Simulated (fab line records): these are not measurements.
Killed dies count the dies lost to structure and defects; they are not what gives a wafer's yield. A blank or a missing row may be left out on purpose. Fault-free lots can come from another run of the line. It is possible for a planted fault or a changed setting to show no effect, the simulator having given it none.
A single fault, viewed from 2 desks -- flow gf180mcu -- what lay behind the numbers comes last; until then each desk has only its own

== FOR THE TOOL OWNER'S DESK: implanter-01 ==
The tool's own readings at GF_HV_LDD_IMPLANT_34, given as means over the sampled wafers that have a number, one for each lot that went through this tool. Any lot whose mean is over 4 standard deviations away from the usual mean is out of limits and marked OUT; that distance is given in the brackets.
Columns: A = beam_on_s at GF_HV_LDD_IMPLANT_34, usual 9.98 s; B = dose_ions_cm2 at GF_HV_LDD_IMPLANT_34, usual 7.5e+12; C = end_station_pressure_torr at GF_HV_LDD_IMPLANT_34, usual 5.02e-06 Torr; D = faraday_current_uA at GF_HV_LDD_IMPLANT_34, usual 42.4
lot,first seen here,A,B,C,D
L766,day 11 22:53,10.22,7.5e+12,5.00e-06,41.4
L770,day 13 11:04,9.94,7.5e+12,5.20e-06,42.5
L773,day 14 08:49,10.04,7.5e+12,4.88e-06,42.1
L783,day 17 21:04,9.62,1.0e+13 (+99 or more) OUT,4.86e-06,61.0 (+23) OUT
L784,day 18 04:29,9.86,1.0e+13 (+99 or more) OUT,4.68e-06,59.8 (+21) OUT
This desk finds L783, L784 out of limits, L783 being first, at day 17 21:04 (dose_ions_cm2 at GF_HV_LDD_IMPLANT_34). L766, L770, L773: within limits.

== AT THE METROLOGY DESK ==
Lot by lot, what the gauges showed, no matter which tool ran the lot: averages of those sampled wafers that carry a number. Any lot whose mean is over 4 standard deviations away from the usual mean is out of limits and marked OUT; that distance is given in the brackets.
Columns: A = HV_LDD_2_TW at GF_HV_LDD_TW_MEAS_23, usual 1058; B = HV_LDD_3_TW at GF_HV_LDD_TW_MEAS_38, usual 1438; C = HV_LDD_RS at GF_HV_LDD_RS_MEAS_53, usual 418.1 ohm/sq
lot,first seen here,A,B,C
L764,day 10 15:04,1057,1441,417.6
L766,day 11 03:41,1067,1431,418.0
L767,day 11 19:11,1067,1439,418.3
L768,day 12 01:23,1056,1442,418.1
L770,day 12 14:53,1053,1433,416.7
L772,day 13 11:52,1053,1436,418.9
L773,day 13 12:17,1051,1442,417.7
L783,day 16 22:17,1063,1488 (+8.4) OUT,411.4 (-8.0) OUT
L784,day 17 05:34,1051,1485 (+7.8) OUT,410.6 (-9.0) OUT
L785,day 17 12:32,1062,1437,417.8
L786,day 17 16:12,1064,1441,417.6
L787,day 18 01:10,1062,1443,419.0
This desk reports L783, L784 out of limits; the earliest was L783 at day 17 21:37 (HV_LDD_3_TW at GF_HV_LDD_TW_MEAS_38). L764, L766, L767, L768, L770, L772, L773, L785, L786, L787: within limits.

== PUT TOGETHER ==
An alarm could have come from the tool owner's desk at day 17 21:04, on L783, L784.
Metrology desk: alarm possible at day 17 21:37 on L783, L784.
GF_HV_LDD_IMPLANT_34 was run on implanter-01 by each of the lots named.

== WHAT WAS PUT IN BY THE SIMULATOR ==
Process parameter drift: implanter-01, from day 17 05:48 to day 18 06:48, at GF_HV_LDD_IMPLANT_34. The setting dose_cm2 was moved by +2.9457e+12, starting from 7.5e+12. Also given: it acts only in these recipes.
Shown lots that were struck: L783, L784.
Counting hours from when the fault started, the first reading out of limits came at 15 for the tool owner's desk and at 16 for the metrology desk.
